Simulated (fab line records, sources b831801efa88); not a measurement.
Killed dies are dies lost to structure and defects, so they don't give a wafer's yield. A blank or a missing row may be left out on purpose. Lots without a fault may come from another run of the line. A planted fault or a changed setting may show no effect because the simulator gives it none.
Which tool did it? | flow gf180mcu | 13 lots, 39 wafers sampled, at 4 steps of a route of 602

WHAT THE GAUGES READ, wafer by wafer
GF_V5_BOW_MEAS_05. Usual: V5_BOW 138 um, standard deviation 10.
lot  | measured     | on            | V5_BOW (um) | flag
L370 | day 26 12:51 | film_metro-02 | 146 136 144 |
L369 | day 26 15:54 | film_metro-02 | 129 138 139 |
L371 | day 26 23:19 | film_metro-03 | 148 146 142 |
L372 | day 27 13:10 | film_metro-03 | 151 140 150 |
L373 | day 27 18:37 | film_metro-02 | 130 132 124 |
L374 | day 27 21:34 | film_metro-02 | 161 150 144 |
L375 | day 28 06:22 | film_metro-03 | 134 147 131 |
L377 | day 29 01:42 | film_metro-02 | 135 138 136 |
L378 | day 29 02:41 | film_metro-02 | 129 135 128 |
L379 | day 29 06:47 | film_metro-02 | 137 142 135 |
L381 | day 29 18:51 | film_metro-03 | 162 158 167 |
L382 | day 30 01:11 | film_metro-02 | 141 148 150 |
L388 | day 32 01:22 | film_metro-01 | 125 131 116 |

GF_TOP_METAL_OVL_MEAS_15. Usual: TOP_METAL_OVL -0.9 nm, standard deviation 1.5.
lot  | measured     | on         | TOP_METAL_OVL (nm) | flag
L370 | day 28 07:02 | overlay-01 | 0.8 1.3 1.4        |
L369 | day 28 09:55 | overlay-02 | -0.3 0.8 1.6       |
L371 | day 28 22:01 | overlay-02 | 0.5 -0.7 -1.6      |
L372 | day 29 03:10 | overlay-01 | 0.4 -1.1 1.1       |
L373 | day 29 09:28 | overlay-01 | 0.4 1.6 -0.3       |
L374 | day 29 16:56 | overlay-02 | -0.8 -1.7 -1.5     |
L375 | day 29 22:01 | overlay-02 | 0.4 -1.5 -0.5      |
L377 | day 30 17:14 | overlay-01 | -1.9 -0.4 0.4      |
L378 | day 30 17:53 | overlay-02 | 0.0 0.8 -0.1       |
L379 | day 30 21:31 | overlay-02 | -0.1 -1.2 -1.2     |
L381 | day 31 09:01 | overlay-01 | 1.8 1.2 0.7        |
L382 | day 31 15:13 | overlay-02 | 0.2 0.0 -0.7       |
L388 | day 33 10:34 | overlay-01 | 0.1 -0.1 0.3       |

WHICH TOOL RAN EACH LOT (tool, then ch and the chambers of the sampled wafers, then the start)
lot  | GF_V1_CVD_00                     | GF_TOP_METAL_SPUTTER_03
L370 | hdpcvd-02 ch 0,1,2, day 17 09:41 | pvd_sputter-01, day 27 11:00
L369 | hdpcvd-01 ch 0,1, day 17 11:25   | pvd_sputter-01, day 27 14:10
L371 | hdpcvd-02 ch 0,1,2, day 17 20:21 | pvd_sputter-02, day 27 22:05
L372 | hdpcvd-02 ch 0,2, day 18 12:05   | pvd_sputter-01, day 28 10:17
L373 | hdpcvd-02 ch 1,2, day 18 18:40   | pvd_sputter-02, day 28 15:41
L374 | hdpcvd-01 ch 0,2, day 18 20:34   | pvd_sputter-01, day 28 23:24
L375 | hdpcvd-02 ch 0,2, day 19 07:28   | pvd_sputter-04, day 29 03:11
L377 | hdpcvd-02 ch 0,1, day 20 02:37   | pvd_sputter-04, day 29 22:22
L378 | hdpcvd-02 ch 0,1,2, day 20 11:07 | pvd_sputter-02, day 29 23:12
L379 | hdpcvd-01 ch 0,1, day 20 19:52   | pvd_sputter-01, day 30 03:15
L381 | hdpcvd-01 ch 0,1,2, day 21 09:52 | pvd_sputter-04, day 30 15:44
L382 | hdpcvd-01 ch 0,1,2, day 21 18:05 | pvd_sputter-02, day 30 21:17
L388 | hdpcvd-01 ch 0,1,2, day 24 01:34 | pvd_sputter-02, day 32 19:14
- GF_V1_CVD_00: deposits SiO2, target thk 600 nm, time 100 s.
- GF_TOP_METAL_SPUTTER_03: material Ti, target thk 5 nm, time 3.3 s.

WHAT THE TOOLS THEMSELVES READ (means of the sampled wafers that have a number; where no wafer has one, the mark that the record gives instead)
GF_TOP_METAL_SPUTTER_03. Usual: substrate_temp_c 299.98 C, standard deviation 0.18; throttle_valve_pct 29.9 %, standard deviation 0.67.
lot  | tool           | substrate_temp_c (C) | throttle_valve_pct (%) | flag
L370 | pvd_sputter-01 | 299.89               | 29.8                   |
L369 | pvd_sputter-01 | 300.05               | 30.2                   |
L371 | pvd_sputter-02 | 299.89               | 30.0                   |
L372 | pvd_sputter-01 | 300.01               | 30.1                   |
L373 | pvd_sputter-02 | 299.94               | 30.0                   |
L374 | pvd_sputter-01 | 299.82               | 29.6                   |
L375 | pvd_sputter-04 | 299.84               | 29.9                   |
L377 | pvd_sputter-04 | 299.96               | 30.4                   |
L378 | pvd_sputter-02 | 300.07               | 30.0                   |
L379 | pvd_sputter-01 | 299.89               | 29.7                   |
L381 | pvd_sputter-04 | 299.93               | 30.0                   |
L382 | pvd_sputter-02 | 299.93               | 29.7                   |
L388 | pvd_sputter-02 | 299.91               | 30.2                   |

THE ANSWER, worked out from the rows above alone
Rule: a lot is off if the mean of its wafers that have a number lies more than 3 standard deviations from the usual mean. A lot without any number at a reading at which 4 lots or more have one is off too. The other lots that the step has rows for count as sound. The gauges are gone through in route order, then the tools' own readings, and for those a lot's mean is taken as printed above. The first step at which some lot is off is used, and at that step the reading that is off furthest; a lot without a number counts as furthest.
No lot is off at any reading shown: from this, nothing can be told.

WHAT THE SIMULATOR HAD PUT IN
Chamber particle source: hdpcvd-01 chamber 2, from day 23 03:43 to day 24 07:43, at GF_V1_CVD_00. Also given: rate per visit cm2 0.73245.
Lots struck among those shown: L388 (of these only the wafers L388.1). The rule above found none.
